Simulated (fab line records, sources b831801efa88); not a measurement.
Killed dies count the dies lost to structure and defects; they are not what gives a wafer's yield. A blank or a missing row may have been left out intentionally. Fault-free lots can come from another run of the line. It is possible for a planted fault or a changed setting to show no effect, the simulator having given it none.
fab line records	flow sky130
record: lots: 13	wafers: 39	lastDay: 50
route steps=708 shown SONOS_ONO@183 POLY_GATE@235 LDD_HVN@275 POLY_CUT@316
lots untouched by any fault: they come from a run of this same line in which no faults occurred
startH: start of the lot's first displayed wafer, in hours after the record's first day	waitH: hours elapsed since this lot's preceding step	" unchanged from the row above	L1.1+2: several wafers, shown together as one row	- value missing, or start not given	* or withheld: withheld	< > ~ a bound
route shown NAME@n: a module of which the file shows steps, and the number in the route of the first	usual: mean/standard deviation of fault-free wafers	same: alike in all rows	chamber/n: place in a boat	sites: each site's reading	_std_site: the values' standard deviation	_edge_site: inner sites' mean taken away from outer sites' mean	radiusMm: how far each site lies from the wafer's centre	mask NAME#n: copy n	behind: the tool/chamber that last shaped the wafer	hold: the reason the lot was held/the length of the hold in hours/how it ended	device: names the non-switching transistor (n, p or np)	end of line: tests of these same wafers at the route's end	a step with no rows: only its recipe	killed: at the first sort, the dies lost to defects and structure; wafer yield is something else	map: the dies of a wafer, with x for killed, . for not killed, _ for no die there
set.NAME: the setting the step ran with; set.NAME@STEP: the setting that earlier step ran with	model.NAME: the simulator's own value behind a step, which no gauge read
one table for each step of the route and one row for each wafer, over a sample of lots
services: from which hour (startH, from the record's first day; less than 0 if before it) a tool's chamber was out of use, for how many hours, and why
== steps ==
step: SKY_SONOS_ONO_ETCH_15
recipe: targetDepthNm: 19.52	chemistry: CHF3/O2	sourceW: 600	biasW: 200	pressureMtorr: 40	chf3FlowSccm: 50	O2_flow_sccm: 5	timeS: 7.8
usual: drypumpMotorCurrentA: 5.8/0.42	oesProductAu: 1.000/0.0066	throttleValvePct: 8.826/0.0093
lot.wafer	tool	chamber	startH	waitH	drypumpMotorCurrentA	oesProductAu	rfHoursCounterH	throttleValvePct
L952.1	rieDiel-02	3	279.33	0.0	5.6	0.994	62	8.824
L952.3	"	0	"	"	6.2	0.999	96	8.813
L952.5	"	2	"	"	6.3	0.997	-	8.828
L954.1	rieDiel-03	0	305.14	0.0	5.2	0.998	8	8.823
L954.3	"	2	"	"	5.8	0.998	55	8.817
L954.5	"	2	"	"	5.8	1.002	-	8.823
L956.2	rieDiel-04	1	312.58	0.0	5.4	1.003	36	8.835
L956.3	"	2	"	"	5.3	1.002	65	8.841
L956.4	"	0	"	"	5.9	0.995	85	8.833
L959.2	rieDiel-03	1	347.29	0.0	6.1	1.011	1	8.832
L959.3	"	3	"	"	5.8	1.000	8	8.833
L959.4	"	0	"	"	5.2	0.996	9	8.825
L960.2	rieDiel-02	1	347.35	0.0	6.6	0.999	8	8.817
L960.4	"	2	"	"	6.3	1.001	3	8.830
L960.5	"	2	"	"	6.3	0.998	-	8.810
L961.4	rieDiel-04	2	357.03	0.0	5.2	0.997	65	8.834
L961.5	"	2	"	"	5.2	1.000	-	8.837
L961.6	"	1	"	"	5.4	1.000	-	8.814
L962.3	rieDiel-04	1	361.30	0.0	5.4	1.011	37	8.830
L962.4	"	3	"	"	5.5	1.009	4	8.842
L962.6	"	2	"	"	5.3	1.006	-	8.846
L963.3	rieDiel-03	3	374.00	0.0	5.8	1.005	8	8.823
L963.5	"	0	"	"	5.2	0.992	-	8.821
L963.6	"	1	"	"	6.1	0.998	-	8.831
L968.3	rieDiel-03	0	406.50	0.0	5.2	1.000	10	8.842
L968.4	"	1	"	"	6.1	0.999	2	8.818
L968.5	"	0	"	"	5.2	1.000	-	8.821
L971.1	rieDiel-03	1	438.10	0.0	6.1	0.999	3	8.830
L971.3	"	0	"	"	5.2	1.007	10	8.820
L971.4	"	2	"	"	5.8	0.992	57	8.859
L972.1	rieDiel-04	1	442.90	0.0	5.4	1.009	38	8.813
L972.2	"	0	"	"	6.0	0.997	88	8.826
L972.4	"	1	"	"	5.4	0.996	-	8.837
L974.3	rieDiel-02	2	455.37	0.0	6.3	1.006	4	8.811
L974.5	"	3	"	"	5.5	0.998	-	8.833
L974.6	"	2	"	"	6.3	1.002	-	8.829
L975.2	rieDiel-02	2	467.45	0.0	6.3	1.000	5	8.832
L975.4	"	1	"	"	6.5	1.001	-	8.822
L975.5	"	2	"	"	6.2	1.003	-	8.810
step: SKY_POLY_GATE_THK_MEAS_21
recipe: reads: SiO2_of_POLY_GATE_OXIDATION_20
usual: POLY_GATE_OXIDATION_THK: 4.01/0.092
lot.wafer	tool	chamber	startH	waitH	POLY_GATE_OXIDATION_THK[nm]
L952.1	filmMetro-02	-	380.58	0.0	3.86
L952.3	"	-	"	"	3.87
L952.5	"	-	"	"	3.95
L954.1	filmMetro-01	-	398.36	0.0	4.06
L954.3	"	-	"	"	4.07
L954.5	"	-	"	"	4.08
L956.2	filmMetro-03	-	410.69	0.0	4.08
L956.3	"	-	"	"	3.99
L956.4	"	-	"	"	4.03
L959.2	filmMetro-03	-	446.28	0.0	3.93
L959.3	"	-	"	"	3.93
L959.4	"	-	"	"	4.01
L960.2	filmMetro-03	-	447.39	0.0	3.94
L960.4	"	-	"	"	3.92
L960.5	"	-	"	"	3.88
L961.4	filmMetro-01	-	453.42	0.0	4.04
L961.5	"	-	"	"	4.13
L961.6	"	-	"	"	4.14
L962.3	filmMetro-02	-	465.74	0.0	4.02
L962.4	"	-	"	"	3.95
L962.6	"	-	"	"	3.98
L963.3	filmMetro-01	-	477.17	0.0	4.07
L963.5	"	-	"	"	4.11
L963.6	"	-	"	"	4.06
L968.3	filmMetro-03	-	509.69	0.0	4.05
L968.4	"	-	"	"	3.98
L968.5	"	-	"	"	4.05
L971.1	filmMetro-03	-	540.71	0.0	3.97
L971.3	"	-	"	"	3.91
L971.4	"	-	"	"	3.94
L972.1	filmMetro-01	-	544.35	0.0	3.92
L972.2	"	-	"	"	4.02
L972.4	"	-	"	"	3.91
L974.3	filmMetro-03	-	556.97	0.0	4.03
L974.5	"	-	"	"	4.00
L974.6	"	-	"	"	4.14
L975.2	filmMetro-03	-	571.25	0.0	4.00
L975.4	"	-	"	"	3.94
L975.5	"	-	"	"	4.00
step: SKY_LDD_HVN_IMPLANT_08
recipe: species: P	energyKev: 60	doseCm2: 3e+13	tiltDeg: 40
lot.wafer	tool	chamber	startH	waitH
L952.1+3+5	implanter-04	0	472.54	0.0
L954.1+3+5	implanter-03	0	492.40	0.0
L956.2+3+4	implanter-03	0	503.33	0.0
L959.2+3+4	implanter-01	0	538.84	0.0
L960.2+4+5	implanter-04	0	539.49	0.0
L961.4+5+6	implanter-03	0	545.22	0.1
L961.4+5+6	implanter-03	0	545.54	0.3
L962.3+4+6	implanter-04	0	557.69	0.1
L962.3+4+6	implanter-04	0	558.01	0.3
L963.3+5+6	implanter-04	0	568.59	0.1
L968.3+4+5	implanter-01	0	600.17	0.1
L968.3+4+5	implanter-01	0	600.77	0.6
L971.1+3+4	implanter-01	0	629.55	0.0
L972.1+2+4	implanter-01	0	632.97	0.0
L974.3+5+6	implanter-04	0	645.80	0.1
L975.2+4+5	implanter-01	0	659.89	0.0
step: SKY_LDD_HVN_TW_MEAS_10
usual: LDD_HVN_TW: 1433/13
lot.wafer	tool	chamber	startH	waitH	LDD_HVN_TW
L952.1	filmMetro-03	-	472.79	0.1	1420
L952.3	"	-	"	"	1414
L952.5	"	-	"	"	1420
L954.1	filmMetro-03	-	492.65	0.1	1416
L954.3	"	-	"	"	1414
L954.5	"	-	"	"	1421
L956.2	filmMetro-03	-	503.56	0.1	1414
L956.3	"	-	"	"	1420
L956.4	"	-	"	"	1424
L959.2	filmMetro-03	-	539.08	0.1	1427
L959.3	"	-	"	"	1425
L959.4	"	-	"	"	1430
L960.2	filmMetro-01	-	539.73	0.1	1424
L960.4	"	-	"	"	1427
L960.5	"	-	"	"	1427
L961.4	filmMetro-02	-	545.74	0.1	1804
L961.5	"	-	"	"	1810
L961.6	"	-	"	"	1812
L962.3	filmMetro-02	-	558.23	0.1	1812
L962.4	"	-	"	"	1799
L962.6	"	-	"	"	1787
L963.3	filmMetro-03	-	568.81	0.1	1434
L963.5	"	-	"	"	1434
L963.6	"	-	"	"	1431
L968.3	filmMetro-02	-	600.99	0.1	1797
L968.4	"	-	"	"	1801
L968.5	"	-	"	"	1802
L971.1	filmMetro-02	-	629.80	0.1	1448
L971.3	"	-	"	"	1443
L971.4	"	-	"	"	1438
L972.1	filmMetro-01	-	633.22	0.1	1426
L972.2	"	-	"	"	1427
L972.4	"	-	"	"	1424
L974.3	filmMetro-01	-	646.02	0.1	1433
L974.5	"	-	"	"	1419
L974.6	"	-	"	"	1427
L975.2	filmMetro-02	-	660.13	0.1	1455
L975.4	"	-	"	"	1468
L975.5	"	-	"	"	1454
step: SKY_POLY_CUT_OVL_MEAS_09
usual: POLY_CUT_OVL: 1/5.7
lot.wafer	tool	chamber	startH	waitH	POLY_CUT_OVL[nm]
L952.1	overlay-01	-	564.92	0.1	5
L952.3	"	-	"	"	0
L952.5	"	-	"	"	5
L954.1	overlay-02	-	584.45	0.1	-2
L954.3	"	-	"	"	9
L954.5	"	-	"	"	2
L956.2	overlay-02	-	596.47	0.1	-9
L956.3	"	-	"	"	-3
L956.4	"	-	"	"	-3
L959.2	overlay-01	-	629.21	0.1	0
L959.3	"	-	"	"	2
L959.4	"	-	"	"	0
L960.2	overlay-01	-	631.83	0.1	8
L960.4	"	-	"	"	11
L960.5	"	-	"	"	9
L961.4	overlay-02	-	635.92	0.1	9
L961.5	"	-	"	"	10
L961.6	"	-	"	"	9
L962.3	overlay-01	-	646.78	0.1	-1
L962.4	"	-	"	"	3
L962.6	"	-	"	"	5
L963.3	overlay-01	-	659.04	0.1	3
L963.5	"	-	"	"	-2
L963.6	"	-	"	"	3
L968.3	overlay-01	-	687.38	0.1	3
L968.4	"	-	"	"	-7
L968.5	"	-	"	"	2
L971.1	overlay-01	-	717.31	0.1	-1
L971.3	"	-	"	"	-3
L971.4	"	-	"	"	-3
L972.1	overlay-01	-	718.53	0.1	7
L972.2	"	-	"	"	-2
L972.4	"	-	"	"	1
L974.3	overlay-01	-	732.03	0.1	8
L974.5	"	-	"	"	7
L974.6	"	-	"	"	6
L975.2	overlay-01	-	745.72	0.1	-2
L975.4	"	-	"	"	1
L975.5	"	-	"	"	3
== services ==
tool	chamber	startH	hours	kind
implanter-01	-	265.55	3.8	repair
implanter-03	-	268.56	4.2	pm
rieDiel-02	0	279.86	5.0	repair
implanter-04	-	282.59	2.7	repair
rieDiel-04	-	284.43	0.5	repair
rieDiel-04	-	292.46	3.2	repair
rieDiel-02	1	316.06	5.8	repair
rieDiel-02	3	319.81	6.0	repair
rieDiel-03	0	356.36	2.2	repair
implanter-03	-	383.32	1.3	repair
rieDiel-03	1	398.37	2.5	repair
rieDiel-03	2	421.60	4.3	repair
implanter-04	-	422.33	18.5	pm
implanter-01	-	437.03	16.9	repair
implanter-04	-	440.84	11.3	pm
rieDiel-03	-	465.10	0.2	repair
implanter-04	-	487.50	3.2	repair
implanter-04	-	516.53	5.6	repair
rieDiel-03	-	520.67	15.6	pm
implanter-01	-	542.31	5.9	repair
implanter-04	-	552.69	2.6	pm
rieDiel-03	2	574.89	5.1	repair
implanter-04	-	605.02	1.7	repair
implanter-04	-	628.67	1.3	repair
== key ==
firstSign: step: SKY_LDD_HVN_IMPLANT_08	reading: visit	direction: added
effect: step: SKY_LDD_HVN_TW_MEAS_10	reading: LDD_HVN_TW	direction: up	sigmas: 29	usual: 1433	struck: 1803
metAt SKY_LDD_HVN_IMPLANT_08
struckLots L961,L962,L968
testerLeftOut L961,L962,L968
notActingAt SKY_SONOS_ONO_ETCH_15,SKY_POLY_GATE_THK_MEAS_21,SKY_POLY_CUT_OVL_MEAS_09
fault: kind: repeatedStepWhole	tool: implanter-01,implanter-03,implanter-04	chamber: -	onsetH: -	steps: SKY_LDD_HVN_IMPLANT_08	times: 1	scope: struckLotsOnly
testerLeftOut: of these lots the tester's yield and bins aren't shown, on N5 and GAA mostly nor the transistor test; their killed dies are dies lost to structure and defects alone, not to doping, threshold or leakage, so they don't give the yield
